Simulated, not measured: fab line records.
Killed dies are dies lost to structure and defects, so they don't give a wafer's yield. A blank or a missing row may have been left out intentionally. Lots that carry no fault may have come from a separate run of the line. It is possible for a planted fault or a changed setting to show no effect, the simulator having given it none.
A lot that was struck, set against a sound lot    flow sky130    16 out of 708 route steps
Sound: these wafers, L249.1, L249.2, L249.4. Struck: wafers L256.2, L256.3, L256.6. The cause is named last.
At each step with rows: each side's tool, then ch and its chambers, then its first start. Under that, the readings that differ: sound wafers    struck wafers    difference of the means    sigmas: that difference in standard deviations of wafers without a fault.
alike: same words and numbers on both sides, and readings whose means sit less than 2 such deviations apart. not compared: any withheld reading, any reading some wafer has no value for, any bound like >300 that may hide the same value, and any number with overlapping values for which the record gives no deviation.
Wherever a step has rows on one side only, a row that says differs or no value, or a row with sigmas, the two part there. When numbers do not overlap yet have no deviation, they are printed without sigmas and do not part them. A reading that every wafer of one side lacks parts them only if that side has two wafers or more.

first, 1 step without rows for these wafers: SKY_SONOS_ONO_CVD_04 (deposits SiO2 from SiH4/N2O, target thk 5.7199 nm).
SKY_SONOS_ONO_THK_MEAS_05:
  sound on filmMetro-01, day 14 00:07; struck on filmMetro-03, day 16 12:03
  alike: SONOS_ONO_CVD_04_THK
then, 7 steps without rows for these wafers: SKY_SONOS_ONO_DEHYDRATE_06 (time 60 s); SKY_SONOS_ONO_HMDS_07 (prime time 60 s); SKY_SONOS_ONO_COAT_08 (resist thk 1140 nm); SKY_SONOS_ONO_SOFTBAKE_09 (time 60 s); SKY_SONOS_ONO_EXPOSE_10 (exposes mask ONOM, target cd 410 nm); SKY_SONOS_ONO_PEB_11; SKY_SONOS_ONO_DEVELOP_12 (develop time 60 s).
SKY_SONOS_ONO_CD_MEAS_13: target cd 410 nm.
  sound on cdSem-01, day 15 02:56; struck on cdSem-01, day 17 17:44
  alike: cdNm
SKY_SONOS_ONO_OVL_MEAS_14:
  sound on overlay-01, day 15 03:03; struck on overlay-01, day 17 17:50
  alike: SONOS_ONO_OVL
SKY_SONOS_ONO_ETCH_15: etches the open film in CHF3/O2, target depth 19.52 nm, time 7.8 s.
  sound on rieDiel-02 ch 1,2, day 15 03:05; struck on rieDiel-04 ch 0,2,3, day 17 17:52
  alike: O2_flow_sccm, biasW, chf3FlowSccm, drypumpMotorCurrentA, oesProductAu, throttleValvePct
  not compared: rfHoursCounterH
SKY_SONOS_ONO_WET_ETCH_16: etches SiO2 in dHF, target depth 14 nm, time 280 s.
  sound on wetBench-03 ch 0, day 15 03:07; struck on wetBench-02 ch 2, day 17 17:53
  no value came back on the struck wafers for bathHeatDutyPct (%), runLengthS (s); on the sound wafers bathHeatDutyPct (%) reads 6.5 7.4 6.9
reading                                      sound            struck             difference  sigmas
model.SiO2_of_FIELD_ISO_CVD_24.thkNm (nm)    382 381.2 383.9  397.6 399.5 398.9  +16.3       
model.SiO2_of_NWELL_OXIDATION_01.thkNm (nm)  0 0 0            5.56 5.357 5.513   +5.48       
SKY_SONOS_ONO_STRIP_17: strips in O2/N2.
  sound on plasmaAsher-03 ch 0,1, day 15 03:13; struck on plasmaAsher-02 ch 0, day 17 17:58
reading                   sound              struck             difference  sigmas
stripTimeToEndpointS (s)  14.13 14.12 14.16  14.07 14.05 14.07  -0.07       -2
  alike: drypumpMotorCurrentA, oesProductAu
  not compared: rfHoursCounterH
SKY_SONOS_ONO_WET_ETCH_18: etches Si3N4 in H3PO4, target depth 15 nm, time 172 s.
  sound on wetBench-02 ch 1, day 15 03:19; struck on wetBench-03 ch 0, day 17 18:04
reading                                    sound              struck             difference  sigmas
bathGuardTempC (C)                         158.9 159.4 159.1  160.8 160.6 160.5  +1.5        +2
model.SiO2_of_FIELD_ISO_CVD_24.thkNm (nm)  381.8 381.1 383.8  397.5 399.3 398.7  +16.3       
  alike: bathHeatDutyPct
-- here the record skips 32 days between the struck wafers' starts before and after, leaving off in module SONOS_ONO and picking up in module PAD_OPEN (first step shown: number 708 of the route) --
SKY_PAD_OPEN_PROBE_99:
  sound on prober-02, day 48 05:05; struck on prober-02, day 49 22:39
reading           sound     struck       difference  sigmas
killedAtFrontEnd  14 10 13  427 416 418  +408        +93
killedDies        77 71 79  492 492 492  +416        +44
killedOnRim       16 13 12  96 96 96     +82         +22
  alike: killed_at_M0_to_M3, killed_at_M4_up, killedAtContacts, killedAtOther, killedOpen, killedShort

== WHERE THEY PART ==
First at SKY_SONOS_ONO_WET_ETCH_16; last, within this record, at SKY_PAD_OPEN_PROBE_99.

WHY: what the simulator had put in
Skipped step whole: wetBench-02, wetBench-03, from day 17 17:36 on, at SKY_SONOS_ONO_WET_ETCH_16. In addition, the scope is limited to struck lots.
